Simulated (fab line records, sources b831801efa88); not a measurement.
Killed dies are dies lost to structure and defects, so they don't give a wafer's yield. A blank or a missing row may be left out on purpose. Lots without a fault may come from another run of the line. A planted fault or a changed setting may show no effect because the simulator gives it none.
fab line records | flow sky130
record lots=13 wafers=39 last_day=51
route steps=708 shown NWELL@76 VT_ADJUST_HVTP@93 VT_ADJUST_LVTN@104 VT_ADJUST_NCORE@128 PAD_OPEN@708
lots that met no fault: from a run of the same line without faults
start_h: hours from the record's first day to the start of the lot's first wafer shown | wait_h: hours since the lot's step before | " the same as in the row above | L1.1+2: a row that stands for several wafers | - no value, or no start given | * or withheld: withheld | < > ~ a bound
route shown NAME@n: a module of which the file shows steps, and the number in the route of the first | usual: mean/standard deviation of fault-free wafers | same: alike in all rows | chamber/n: place in a boat | sites: the reading at each site | _std_site: their standard deviation | _edge_site: outer sites' mean less inner sites' | radius_mm: how far each site lies from the wafer's centre | mask NAME#n: copy n | behind: the tool/chamber that last shaped the wafer | hold: why the lot was held/for how many hours/how that ended | device: the transistor (n, p or np) that didn't switch | end of line: the same wafers' tests at the end of the route | a step without rows: its recipe alone | killed: dies lost to structure and defects at the first sort, not the wafer's yield | map: a wafer's dies, x killed, . not, _ none there
set.NAME: the setting as run; set.NAME@STEP: as run at that earlier step | model.NAME: the simulator's own value behind a step, which no gauge read
steps of the route over a sample of lots; a table a step, a row a wafer
services: from which hour (start_h, from the record's first day; less than 0 if before it) a tool's chamber was out of use, for how many hours, and why
## steps
# step SKY_NWELL_OVL_MEAS_23
# usual NWELL_01_OVL=-0.2/1.6
# columns lot.wafer tool chamber start_h wait_h NWELL_01_OVL[nm]
L942.2 overlay-01 - 116.93 - 2.6
L942.3 " - " " 3.5
L942.4 " - " " 1.4
L943.3 overlay-02 - 120.22 - -1.6
L943.4 " - " " -0.6
L943.6 " - " " -1.9
L946.1 overlay-02 - 136.44 - -2.7
L946.4 " - " " -1.6
L946.5 " - " " -3.3
L947.1 overlay-02 - 139.84 - -1.9
L947.5 " - " " -0.6
L947.6 " - " " -1.6
L948.3 overlay-02 - 144.52 - -1.2
L948.4 " - " " -1.3
L948.6 " - " " -1.3
L952.2 overlay-02 - 171.54 - -1.1
L952.3 " - " " -0.3
L952.4 " - " " -1.2
L954.4 overlay-01 - 187.60 - -0.8
L954.5 " - " " 0.5
L954.6 " - " " 1.0
L957.1 overlay-02 - 204.09 - 0.4
L957.5 " - " " 0.7
L957.6 " - " " 1.6
L960.1 overlay-01 - 218.91 - -0.9
L960.2 " - " " -1.0
L960.6 " - " " -1.6
L961.1 overlay-01 - 226.79 - 0.4
L961.5 " - " " 0.9
L961.6 " - " " 0.4
L962.2 overlay-01 - 229.46 - 0.8
L962.4 " - " " 0.5
L962.5 " - " " 0.1
L964.1 overlay-02 - 240.74 - -1.1
L964.2 " - " " -2.0
L964.5 " - " " 0.5
L965.1 overlay-02 - 249.61 - -0.2
L965.2 " - " " 0.8
L965.4 " - " " -0.7
# step SKY_VT_ADJUST_HVTP_OVL_MEAS_08
# usual VT_ADJUST_HVTP_OVL=-0.5/1.4
# columns lot.wafer tool chamber start_h wait_h VT_ADJUST_HVTP_OVL[nm]
L942.2 overlay-01 - 137.50 0.1 -0.5
L942.3 " - " " -2.9
L942.4 " - " " -0.5
L943.3 overlay-02 - 140.24 0.1 -0.2
L943.4 " - " " -0.3
L943.6 " - " " -1.8
L946.1 overlay-01 - 157.23 0.1 -0.9
L946.4 " - " " -0.1
L946.5 " - " " -0.1
L947.1 overlay-02 - 160.96 0.1 0.8
L947.5 " - " " 2.1
L947.6 " - " " 0.9
L948.3 overlay-01 - 165.42 0.1 -0.7
L948.4 " - " " 0.2
L948.6 " - " " -0.2
L952.2 overlay-01 - 193.86 0.1 0.8
L952.3 " - " " 2.6
L952.4 " - " " -0.2
L954.4 overlay-02 - 211.35 0.1 -0.5
L954.5 " - " " -0.9
L954.6 " - " " -0.9
L957.1 overlay-02 - 227.69 0.1 -2.7
L957.5 " - " " -1.0
L957.6 " - " " -3.0
L960.1 overlay-02 - 242.83 0.1 -3.3
L960.2 " - " " -5.4
L960.6 " - " " -4.4
L961.1 overlay-02 - 251.73 0.1 0.2
L961.5 " - " " 0.5
L961.6 " - " " 0.5
L962.2 overlay-02 - 254.30 0.1 0.2
L962.4 " - " " -0.5
L962.5 " - " " 1.5
L964.1 overlay-02 - 265.11 0.1 -0.2
L964.2 " - " " -0.4
L964.5 " - " " -0.1
L965.1 overlay-01 - 273.56 0.1 -1.3
L965.2 " - " " -2.8
L965.4 " - " " -0.7
# step SKY_VT_ADJUST_LVTN_OVL_MEAS_07
# usual VT_ADJUST_LVTN_OVL=0.1/1.2
# columns lot.wafer tool chamber start_h wait_h VT_ADJUST_LVTN_OVL[nm]
L942.2 overlay-01 - 157.81 - 0.9
L942.3 " - " " 1.0
L942.4 " - " " 0.4
L943.3 overlay-01 - 160.55 - -0.4
L943.4 " - " " 0.0
L943.6 " - " " -0.9
L946.1 overlay-01 - 177.46 - 0.9
L946.4 " - " " 0.0
L946.5 " - " " 0.3
L947.1 overlay-01 - 182.09 - 1.1
L947.5 " - " " 0.6
L947.6 " - " " 1.6
L948.3 overlay-01 - 186.30 - -0.7
L948.4 " - " " -0.2
L948.6 " - " " -0.9
L952.2 overlay-01 - 216.56 - -0.5
L952.3 " - " " 0.0
L952.4 " - " " 0.4
L954.4 overlay-02 - 234.30 - 1.6
L954.5 " - " " -0.4
L954.6 " - " " 2.3
L957.1 overlay-01 - 252.26 - 1.2
L957.5 " - " " 1.5
L957.6 " - " " 3.4
L960.1 overlay-02 - 267.53 - -0.3
L960.2 " - " " 0.3
L960.6 " - " " -0.6
L961.1 overlay-01 - 275.76 - 1.2
L961.5 " - " " 1.8
L961.6 " - " " 0.2
L962.2 overlay-01 - 278.14 - 1.4
L962.4 " - " " 1.3
L962.5 " - " " 2.2
L964.1 overlay-02 - 289.28 - 0.3
L964.2 " - " " 1.1
L964.5 " - " " -0.1
L965.1 overlay-01 - 299.31 - -1.2
L965.2 " - " " -0.3
L965.4 " - " " -0.1
# step SKY_VT_ADJUST_NCORE_IMPLANT_09
# recipe species=B energy_kev=10 dose_cm2=2.4e+12 tilt_deg=withheld
# usual beam_on_s=10.02/0.2 end_station_pressure_torr=4.99e-06/2.5e-07 faraday_current_uA=13.52/0.27
# same implant_ion_amu=11
# columns lot.wafer tool chamber start_h wait_h beam_on_s end_station_pressure_torr faraday_current_uA
L942.2 implanter-04 0 201.91 0.0 9.83 4.92e-06 13.74
L942.3 " 0 " " 10.29 4.76e-06 13.17
L942.4 " 0 " " 9.86 4.68e-06 13.71
L943.3 implanter-04 0 204.13 0.1 9.76 4.73e-06 13.81
L943.4 " 0 " " 9.65 4.97e-06 14.06
L943.6 " 0 " " 10.11 4.83e-06 13.29
L946.1 implanter-04 0 223.64 0.0 9.87 4.73e-06 13.76
L946.4 " 0 " " 9.72 4.81e-06 13.91
L946.5 " 0 " " 9.82 4.7e-06 13.82
L947.1 implanter-02 0 227.74 0.0 10.10 4.76e-06 13.44
L947.5 " 0 " " 9.92 4.79e-06 13.65
L947.6 " 0 " " 10.03 5.33e-06 13.52
L948.3 implanter-04 0 231.69 0.1 10.24 5.15e-06 13.20
L948.4 " 0 " " 10.04 5.06e-06 13.56
L948.6 " 0 " " 9.98 5.3e-06 13.62
L952.2 implanter-02 0 264.65 0.0 10.13 4.99e-06 13.43
L952.3 " 0 " " 10.08 5.31e-06 13.38
L952.4 " 0 " " 10.29 4.91e-06 13.17
L954.4 implanter-02 0 283.32 0.1 11.31 7.557e-05 11.74
L954.5 " 0 " " 11.72 7.268e-05 11.26
L954.6 " 0 " " 11.29 7.37e-05 11.76
L957.1 implanter-02 0 300.89 0.0 11.28 7.81e-05 11.76
L957.5 " 0 " " 11.21 8.198e-05 11.86
L957.6 " 0 " " 11.57 7.809e-05 11.48
L960.1 implanter-03 0 318.89 0.0 10.03 5.37e-06 13.49
L960.2 " 0 " " 10.00 4.77e-06 13.59
L960.6 " 0 " " 10.07 4.99e-06 13.51
L961.1 implanter-04 0 327.23 0.0 9.93 4.89e-06 13.70
L961.5 " 0 " " 10.11 4.71e-06 13.42
L961.6 " 0 " " 10.27 5.07e-06 13.24
L962.2 implanter-03 0 330.42 0.0 9.75 5.38e-06 13.93
L962.4 " 0 " " 9.83 5.19e-06 13.78
L962.5 " 0 " " 9.97 5.36e-06 13.61
L964.1 implanter-03 0 342.89 0.0 10.20 5.18e-06 13.33
L964.2 " 0 " " 10.12 4.74e-06 13.41
L964.5 " 0 " " 10.16 5.07e-06 13.33
L965.1 implanter-03 0 353.54 0.0 9.54 5.01e-06 14.15
L965.2 " 0 " " 9.99 5.22e-06 13.56
L965.4 " 0 " " 10.02 5.23e-06 13.52
# step SKY_VT_ADJUST_NCORE_TW_MEAS_11
# usual VT_ADJUST_NCORE_TW=219/3
# columns lot.wafer tool chamber start_h wait_h VT_ADJUST_NCORE_TW
L942.2 film_metro-03 - 202.14 0.1 215
L942.3 " - " " 216
L942.4 " - " " 215
L943.3 film_metro-02 - 204.35 0.1 220
L943.4 " - " " 219
L943.6 " - " " 222
L946.1 film_metro-02 - 223.89 0.1 220
L946.4 " - " " 222
L946.5 " - " " 221
L947.1 film_metro-04 - 227.99 0.1 222
L947.5 " - " " 222
L947.6 " - " " 223
L948.3 film_metro-02 - 231.91 0.1 221
L948.4 " - " " 220
L948.6 " - " " 222
L952.2 film_metro-03 - 264.89 0.1 218
L952.3 " - " " 218
L952.4 " - " " 219
L954.4 film_metro-04 - 283.52 0.1 231
L954.5 " - " " 230
L954.6 " - " " 231
L957.1 film_metro-03 - 301.20 0.1 223
L957.5 " - " " 223
L957.6 " - " " 224
L960.1 film_metro-03 - 319.14 0.1 215
L960.2 " - " " 216
L960.6 " - " " 215
L961.1 film_metro-02 - 327.48 0.1 223
L961.5 " - " " 222
L961.6 " - " " 222
L962.2 film_metro-04 - 330.65 0.1 220
L962.4 " - " " 220
L962.5 " - " " 219
L964.1 film_metro-04 - 343.14 0.1 222
L964.2 " - " " 221
L964.5 " - " " 221
L965.1 film_metro-03 - 353.79 0.1 215
L965.2 " - " " 215
L965.4 " - " " 216
# step SKY_PAD_OPEN_PROBE_99
# usual killed_at_M0_to_M3=43/6.4 killed_at_M4_up=3.2/1.8 killed_at_contacts=25/5.5 killed_at_front_end=16/5.2 killed_at_other=0.3/0.49 killed_dies=88/10 killed_on_rim=17/3.9 killed_open=48/7 killed_short=40/7.1
# same gross_dies=492 killed_at_back_side=0
# columns lot.wafer tool chamber start_h wait_h killed_at_M0_to_M3 killed_at_M4_up killed_at_contacts killed_at_front_end killed_at_other killed_dies killed_on_rim killed_open killed_short
L942.2 prober-01 - 1102.08 0.1 51 2 17 8 0 78 20 39 39
L942.3 prober-01 - 1102.13 0.2 35 8 34 15 1 93 20 58 35
L942.4 prober-01 - 1102.18 0.2 49 3 32 7 0 91 13 47 44
L943.3 prober-02 - 1104.30 0.2 53 3 16 13 0 85 20 54 31
L943.4 prober-02 - 1104.35 0.2 43 2 27 11 0 83 18 40 43
L943.6 prober-02 - 1104.45 0.2 32 5 18 22 0 77 13 45 32
L946.1 prober-01 - 1119.40 0.1 33 4 28 14 1 80 23 42 38
L946.4 prober-01 - 1119.55 0.2 40 2 22 15 0 79 11 40 39
L946.5 prober-01 - 1119.60 0.2 44 2 31 19 0 96 20 53 43
L947.1 prober-02 - 1126.74 0.1 44 3 20 19 0 86 17 51 35
L947.5 prober-02 - 1126.94 0.2 51 1 21 16 2 91 15 52 39
L947.6 prober-02 - 1126.99 0.2 44 3 23 31 1 102 19 62 40
L948.3 prober-01 - 1134.97 0.2 34 2 35 15 1 87 18 49 38
L948.4 prober-01 - 1135.02 0.2 42 3 16 16 0 77 14 48 29
L948.6 prober-01 - 1135.12 0.2 51 1 14 17 0 83 18 47 36
L952.2 prober-01 - 1160.83 0.1 34 0 22 21 0 77 14 42 35
L952.3 prober-01 - 1160.88 0.2 52 2 28 20 0 102 12 51 51
L952.4 prober-01 - 1160.93 0.2 40 2 37 31 1 111 24 58 53
L954.4 prober-01 - 1171.79 0.2 48 3 32 24 0 107 20 51 56
L954.5 prober-01 - 1171.84 0.2 41 6 29 12 0 88 19 49 39
L954.6 prober-01 - 1171.89 0.2 40 1 29 13 1 84 15 46 38
L957.1 prober-01 - 1181.83 0.1 41 1 24 18 0 84 19 49 35
L957.5 prober-01 - 1182.03 0.2 47 5 21 16 0 89 13 45 44
L957.6 prober-01 - 1182.08 0.2 45 4 28 15 0 92 10 50 42
L960.1 prober-02 - 1195.62 0.1 38 2 28 27 0 95 24 56 39
L960.2 prober-02 - 1195.67 0.1 57 1 26 17 0 101 22 51 50
L960.6 prober-02 - 1195.87 0.2 29 2 32 12 0 75 18 41 34
L961.1 prober-01 - 1198.45 0.1 47 4 27 15 0 93 18 50 43
L961.5 prober-01 - 1198.65 0.2 36 4 19 11 0 70 16 40 30
L961.6 prober-01 - 1198.70 0.2 52 3 29 12 0 96 23 52 44
L962.2 prober-02 - 1199.21 0.1 54 0 19 19 0 92 25 53 39
L962.4 prober-02 - 1199.31 0.2 40 6 23 13 0 82 14 40 42
L962.5 prober-02 - 1199.36 0.2 50 4 20 11 1 86 16 42 44
L964.1 prober-01 - 1206.95 0.1 35 3 26 23 0 87 18 44 43
L964.2 prober-01 - 1207.00 0.1 36 4 18 14 0 72 14 39 33
L964.5 prober-01 - 1207.15 0.2 47 4 31 19 1 102 24 47 55
L965.1 prober-01 - 1211.91 0.1 42 4 32 18 0 96 17 55 41
L965.2 prober-01 - 1211.96 0.1 45 6 32 32 1 116 24 50 66
L965.4 prober-01 - 1212.06 0.2 51 5 29 15 0 100 14 60 40
# killed by level:class
L942.2 VIA1:geometric_particle:open=9 METAL2:geometric_particle:short=9 CONTACT:geometric_particle:open=8 VIA1:geometric_particle:short=7 LI_CONTACT:geometric_particle:open=5 METAL1:geometric_particle:short=5 VIA3:geometric_particle:short=5 VIA3:geometric_particle:open=5
L942.3 CONTACT:geometric_particle:open=14 VIA1:geometric_particle:open=12 POLY_GATE:geometric_particle:open=6 LI_CONTACT:geometric_particle:open=6 CONTACT:geometric_particle:short=5 LOCAL_INTERCONNECT:geometric_particle:short=4 VIA3:geometric_particle:short=4 VIA1:geometric_particle:short=4
L942.4 VIA1:geometric_particle:open=10 CONTACT:geometric_particle:short=9 CONTACT:geometric_particle:open=9 VIA3:geometric_particle:open=9 METAL1:geometric_particle:short=7 LI_CONTACT:geometric_particle:open=6 VIA3:geometric_particle:short=4 LOCAL_INTERCONNECT:geometric_particle:short=4
L943.3 VIA1:geometric_particle:open=15 VIA2:geometric_particle:open=9 VIA3:geometric_particle:open=7 LI_CONTACT:geometric_particle:open=5 POLY_GATE:geometric_particle:open=4 CONTACT:geometric_particle:open=4 METAL3:geometric_particle:short=4 POLY_GATE:geometric_particle:short=3
L943.4 VIA1:geometric_particle:open=10 VIA1:geometric_particle:short=9 LOCAL_INTERCONNECT:geometric_particle:short=9 LI_CONTACT:geometric_particle:open=8 CONTACT:geometric_particle:open=7 METAL1:geometric_particle:short=6 VIA3:geometric_particle:short=6 VIA2:geometric_particle:open=4
L943.6 VIA1:geometric_particle:open=15 LOCAL_INTERCONNECT:geometric_particle:short=8 POLY_GATE:geometric_particle:short=6 FIELD_ISO:geometric_particle:open=5 VIA3:geometric_particle:open=5 POLY_GATE:geometric_particle:open=4 LI_CONTACT:geometric_particle:open=4 CONTACT:geometric_particle:open=4
L946.1 CONTACT:geometric_particle:open=11 VIA1:geometric_particle:open=9 POLY_GATE:geometric_particle:short=6 VIA3:geometric_particle:open=6 LI_CONTACT:geometric_particle:open=5 METAL2:geometric_particle:short=5 LI_CONTACT:geometric_particle:short=4 CONTACT:geometric_particle:short=4
L946.4 VIA1:geometric_particle:open=11 CONTACT:geometric_particle:open=11 METAL1:geometric_particle:short=6 POLY_GATE:geometric_particle:short=5 VIA2:geometric_particle:open=5 METAL2:geometric_particle:short=5 LOCAL_INTERCONNECT:geometric_particle:short=4 CONTACT:geometric_particle:short=4
L946.5 VIA1:geometric_particle:open=10 LI_CONTACT:geometric_particle:open=9 CONTACT:geometric_particle:open=8 METAL1:geometric_particle:short=7 FIELD_ISO:geometric_particle:open=6 VIA1:geometric_particle:short=6 VIA3:geometric_particle:open=6 LI_CONTACT:geometric_particle:short=4
L947.1 CONTACT:geometric_particle:open=14 VIA1:geometric_particle:open=11 VIA1:geometric_particle:short=6 FIELD_ISO:geometric_particle:open=5 FIELD_ISO:geometric_particle:short=5 METAL3:geometric_particle:short=5 VIA2:geometric_particle:open=4 VIA3:geometric_particle:open=4
L947.5 VIA1:geometric_particle:open=17 CONTACT:geometric_particle:open=12 VIA1:geometric_particle:short=11 FIELD_ISO:geometric_particle:open=6 FIELD_ISO:geometric_particle:short=5 LI_CONTACT:geometric_particle:open=5 VIA2:geometric_particle:open=5 VIA2:geometric_particle:short=4
L947.6 VIA1:geometric_particle:open=17 FIELD_ISO:geometric_particle:short=8 CONTACT:geometric_particle:open=8 LI_CONTACT:geometric_particle:open=7 VIA3:geometric_particle:open=7 FIELD_ISO:geometric_particle:open=6 POLY_GATE:geometric_particle:open=5 VIA2:geometric_particle:open=5
L948.3 CONTACT:geometric_particle:open=14 VIA2:geometric_particle:open=9 CONTACT:geometric_particle:short=8 POLY_GATE:geometric_particle:short=7 LI_CONTACT:geometric_particle:open=7 METAL1:geometric_particle:short=5 VIA1:geometric_particle:open=5 VIA3:geometric_particle:open=5
L948.4 VIA2:geometric_particle:open=15 VIA1:geometric_particle:open=8 CONTACT:geometric_particle:short=6 POLY_GATE:geometric_particle:open=5 METAL1:geometric_particle:short=4 VIA3:geometric_particle:open=4 METAL2:geometric_particle:short=3 VIA2:geometric_particle:short=3
L948.6 VIA2:geometric_particle:open=13 VIA1:geometric_particle:open=10 CONTACT:geometric_particle:open=7 METAL1:geometric_particle:short=6 FIELD_ISO:geometric_particle:short=5 FIELD_ISO:geometric_particle:open=5 METAL3:geometric_particle:short=4 VIA3:geometric_particle:short=4
L952.2 CONTACT:geometric_particle:open=11 VIA1:geometric_particle:open=9 POLY_GATE:geometric_particle:short=7 FIELD_ISO:geometric_particle:open=6 METAL2:geometric_particle:short=6 FIELD_ISO:geometric_particle:short=5 VIA2:geometric_particle:open=5 LI_CONTACT:geometric_particle:open=4
L952.3 CONTACT:geometric_particle:open=10 VIA3:geometric_particle:open=10 METAL2:geometric_particle:short=10 POLY_GATE:geometric_particle:short=7 CONTACT:geometric_particle:short=7 POLY_GATE:geometric_particle:open=6 VIA1:geometric_particle:open=6 LI_CONTACT:geometric_particle:open=6
L952.4 CONTACT:geometric_particle:open=20 FIELD_ISO:geometric_particle:short=11 METAL2:geometric_particle:short=8 VIA1:geometric_particle:short=8 FIELD_ISO:geometric_particle:open=6 LI_CONTACT:geometric_particle:open=6 POLY_GATE:geometric_particle:short=6 POLY_GATE:geometric_particle:open=5
L954.4 CONTACT:geometric_particle:open=11 LI_CONTACT:geometric_particle:open=9 CONTACT:geometric_particle:short=8 METAL1:geometric_particle:short=7 POLY_GATE:geometric_particle:short=6 VIA1:geometric_particle:open=6 VIA2:geometric_particle:open=6 FIELD_ISO:geometric_particle:short=5
L954.5 CONTACT:geometric_particle:open=13 VIA1:geometric_particle:open=12 LI_CONTACT:geometric_particle:open=7 CONTACT:geometric_particle:short=6 METAL1:geometric_particle:short=5 VIA1:geometric_particle:short=5 FIELD_ISO:geometric_particle:short=4 METAL2:geometric_particle:short=4
L954.6 CONTACT:geometric_particle:open=11 LI_CONTACT:geometric_particle:open=9 VIA1:geometric_particle:open=8 METAL1:geometric_particle:short=7 CONTACT:geometric_particle:short=7 VIA2:geometric_particle:open=6 METAL2:geometric_particle:short=4 VIA3:geometric_particle:short=4
L957.1 CONTACT:geometric_particle:open=13 VIA1:geometric_particle:open=13 VIA1:geometric_particle:short=6 METAL2:geometric_particle:short=5 POLY_GATE:geometric_particle:open=5 CONTACT:geometric_particle:short=5 VIA3:geometric_particle:open=5 POLY_GATE:geometric_particle:short=4
L957.5 METAL2:geometric_particle:short=9 LI_CONTACT:geometric_particle:open=8 VIA1:geometric_particle:open=8 VIA3:geometric_particle:open=6 CONTACT:geometric_particle:open=5 METAL1:geometric_particle:short=5 VIA2:geometric_particle:open=5 CONTACT:geometric_particle:short=4
L957.6 VIA1:geometric_particle:open=11 CONTACT:geometric_particle:open=8 METAL1:geometric_particle:short=6 VIA3:geometric_particle:open=6 CONTACT:geometric_particle:short=5 METAL2:geometric_particle:short=5 VIA2:geometric_particle:open=5 POLY_GATE:geometric_particle:short=4
L960.1 VIA1:geometric_particle:open=15 CONTACT:geometric_particle:short=10 FIELD_ISO:geometric_particle:open=7 POLY_GATE:geometric_particle:open=7 CONTACT:geometric_particle:open=7 VIA2:geometric_particle:open=7 LI_CONTACT:geometric_particle:open=6 FIELD_ISO:geometric_particle:short=5
L960.2 VIA1:geometric_particle:open=13 VIA3:geometric_particle:open=10 METAL2:geometric_particle:short=10 VIA2:geometric_particle:open=9 LI_CONTACT:geometric_particle:short=6 CONTACT:geometric_particle:open=6 LI_CONTACT:geometric_particle:open=5 CONTACT:geometric_particle:short=5
L960.6 CONTACT:geometric_particle:open=15 VIA1:geometric_particle:open=7 LI_CONTACT:geometric_particle:open=6 CONTACT:geometric_particle:short=6 METAL3:geometric_particle:short=6 FIELD_ISO:geometric_particle:short=3 METAL2:geometric_particle:short=3 VIA2:geometric_particle:open=3
L961.1 LI_CONTACT:geometric_particle:open=13 VIA2:geometric_particle:open=10 VIA1:geometric_particle:open=10 METAL1:geometric_particle:short=7 LI_CONTACT:geometric_particle:short=6 FIELD_ISO:geometric_particle:open=5 VIA3:geometric_particle:short=5 POLY_GATE:geometric_particle:short=4
L961.5 CONTACT:geometric_particle:open=11 VIA1:geometric_particle:open=8 METAL1:geometric_particle:short=6 FIELD_ISO:geometric_particle:open=5 VIA1:geometric_particle:short=5 LI_CONTACT:geometric_particle:open=4 VIA3:geometric_particle:open=4 VIA2:geometric_particle:open=3
L961.6 VIA2:geometric_particle:open=13 VIA1:geometric_particle:open=12 METAL1:geometric_particle:short=10 CONTACT:geometric_particle:short=8 LI_CONTACT:geometric_particle:open=7 CONTACT:geometric_particle:open=7 LOCAL_INTERCONNECT:geometric_particle:short=5 METAL2:geometric_particle:short=4
L962.2 VIA1:geometric_particle:open=14 CONTACT:geometric_particle:open=13 VIA2:geometric_particle:open=9 VIA1:geometric_particle:short=7 METAL1:geometric_particle:short=6 FIELD_ISO:geometric_particle:open=5 METAL2:geometric_particle:short=5 VIA2:geometric_particle:short=5
L962.4 VIA1:geometric_particle:open=7 LI_CONTACT:geometric_particle:open=6 CONTACT:geometric_particle:open=6 VIA3:geometric_particle:open=6 METAL4:geometric_particle:short=5 VIA1:geometric_particle:short=5 METAL2:geometric_particle:short=5 VIA2:geometric_particle:open=5
L962.5 METAL1:geometric_particle:short=10 LI_CONTACT:geometric_particle:open=7 VIA3:geometric_particle:open=7 VIA2:geometric_particle:open=7 CONTACT:geometric_particle:short=6 METAL2:geometric_particle:short=6 CONTACT:geometric_particle:open=5 VIA1:geometric_particle:short=4
L964.1 CONTACT:geometric_particle:open=11 VIA2:geometric_particle:open=8 METAL2:geometric_particle:short=7 POLY_GATE:geometric_particle:short=6 VIA1:geometric_particle:open=6 FIELD_ISO:geometric_particle:short=4 POLY_GATE:geometric_particle:open=4 SPACER:geometric_particle:short=4
L964.2 CONTACT:geometric_particle:open=9 METAL2:geometric_particle:short=7 VIA3:geometric_particle:open=6 FIELD_ISO:geometric_particle:open=5 LOCAL_INTERCONNECT:geometric_particle:short=4 METAL1:geometric_particle:short=4 VIA1:geometric_particle:short=4 VIA1:geometric_particle:open=4
L964.5 CONTACT:geometric_particle:short=10 VIA1:geometric_particle:open=10 LI_CONTACT:geometric_particle:open=8 VIA1:geometric_particle:short=8 CONTACT:geometric_particle:open=7 FIELD_ISO:geometric_particle:open=6 VIA3:geometric_particle:open=6 POLY_GATE:geometric_particle:short=5
L965.1 VIA1:geometric_particle:open=10 LI_CONTACT:geometric_particle:open=9 CONTACT:geometric_particle:open=9 CONTACT:geometric_particle:short=9 VIA2:geometric_particle:open=8 FIELD_ISO:geometric_particle:open=7 FIELD_ISO:geometric_particle:short=6 METAL2:geometric_particle:short=6
L965.2 FIELD_ISO:geometric_particle:short=13 LI_CONTACT:geometric_particle:open=12 METAL2:geometric_particle:short=9 VIA1:geometric_particle:open=9 POLY_GATE:geometric_particle:short=8 FIELD_ISO:geometric_particle:open=6 CONTACT:geometric_particle:short=6 CONTACT:geometric_particle:open=6
L965.4 CONTACT:geometric_particle:open=16 VIA1:geometric_particle:open=14 VIA2:geometric_particle:open=8 METAL2:geometric_particle:short=7 CONTACT:geometric_particle:short=6 VIA3:geometric_particle:open=6 VIA2:geometric_particle:short=5 POLY_GATE:geometric_particle:short=4
## services
# columns tool chamber start_h hours kind
implanter-04 - 184.62 7.5 pm
implanter-02 - 200.59 13.8 repair
implanter-03 - 207.92 4.1 pm
implanter-03 - 221.31 6.2 repair
implanter-03 - 234.75 1.7 repair
implanter-04 - 245.38 3.8 repair
implanter-03 - 251.03 6.2 repair
implanter-02 - 255.61 3.1 repair
implanter-02 - 280.12 2.8 pm
implanter-02 - 285.03 2.2 repair
implanter-02 - 288.58 5.5 pm
implanter-03 - 320.33 1.6 repair
implanter-03 - 334.66 2.7 repair
implanter-02 - 338.67 1.2 repair
## key
first_sign step=SKY_VT_ADJUST_NCORE_IMPLANT_09 reading=end_station_pressure_torr direction=up sigmas=99+ usual=4.99e-06 struck=7.668e-05
effect step=SKY_VT_ADJUST_NCORE_IMPLANT_09 reading=faraday_current_uA direction=down sigmas=6.9 usual=13.52 struck=11.64
effect step=SKY_VT_ADJUST_NCORE_TW_MEAS_11 reading=VT_ADJUST_NCORE_TW direction=up sigmas=2.7 usual=219 struck=227
met_at SKY_VT_ADJUST_NCORE_IMPLANT_09
struck_lots L954,L957
tester_left_out L954,L957
not_acting_at SKY_NWELL_OVL_MEAS_23,SKY_VT_ADJUST_HVTP_OVL_MEAS_08,SKY_VT_ADJUST_LVTN_OVL_MEAS_07
onset_between 264.65 283.32
fault kind=process_parameter_drift tool=implanter-02 chamber=- onset_h=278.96 steps=SKY_VT_ADJUST_NCORE_IMPLANT_09 channel=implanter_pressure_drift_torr offset=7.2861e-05 shape=step end_h=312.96
fault kind=process_parameter_drift tool=implanter-02 chamber=- onset_h=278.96 steps=SKY_VT_ADJUST_NCORE_IMPLANT_09 channel=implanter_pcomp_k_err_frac offset=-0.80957 shape=step end_h=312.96
# tester_left_out: of these lots the tester's yield and bins aren't shown, on N5 and GAA mostly nor the transistor test; their killed dies are dies lost to structure and defects alone, not to doping, threshold or leakage, so they don't give the yield
